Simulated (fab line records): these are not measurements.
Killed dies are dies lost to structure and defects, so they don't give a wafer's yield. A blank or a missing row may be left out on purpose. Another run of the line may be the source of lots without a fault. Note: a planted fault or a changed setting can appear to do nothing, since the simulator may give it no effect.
What tool caused it? | flow sky130 | route of 708 steps, sampled at 1 step: 6 lots, 18 wafers

== WHAT EACH GAUGE READ, for each wafer ==
SKY_LDD_LDN_OVL_MEAS_07.
lot  | measured     | on         | LDD_LDN_OVL (nm)
L603 | day 23 20:10 | overlay-01 | -0.6 1.8 0.1
L606 | day 25 01:49 | overlay-02 | 0.0 -2.2 -2.0
L608 | day 25 12:04 | overlay-02 | 0.3 0.8 0.8
L610 | day 26 07:17 | overlay-01 | 0.1 0.8 0.5
L614 | day 27 21:40 | overlay-02 | -0.5 0.0 -0.1
L624 | day 30 23:49 | overlay-01 | -2.4 0.8 -1.7

== WHICH TOOL RAN EACH LOT (tool, then ch and the chambers of the sampled wafers, then the start) ==
The record holds no process step before these readings.

== THE ANSWER, worked out from the rows above alone ==
Rule: the lots themselves supply what counts as usual. Put in order of their means at a reading, lots are off if they are a third of the lots or fewer, leave a main group of 4 or more, and stand apart from it by a gap of 3 or more times the standard deviation of the main group's means; of several such gaps the widest counts. If all means in a main group match to the digits the tables above print for the reading, that group is not used. A lot without any number at a reading at which 4 lots or more have one is off too. Where the step has rows for the other lots, those lots are counted as sound.
Nothing can be told from this: no lot is off at any reading shown.

== WHAT HAD BEEN PUT IN BY THE SIMULATOR ==
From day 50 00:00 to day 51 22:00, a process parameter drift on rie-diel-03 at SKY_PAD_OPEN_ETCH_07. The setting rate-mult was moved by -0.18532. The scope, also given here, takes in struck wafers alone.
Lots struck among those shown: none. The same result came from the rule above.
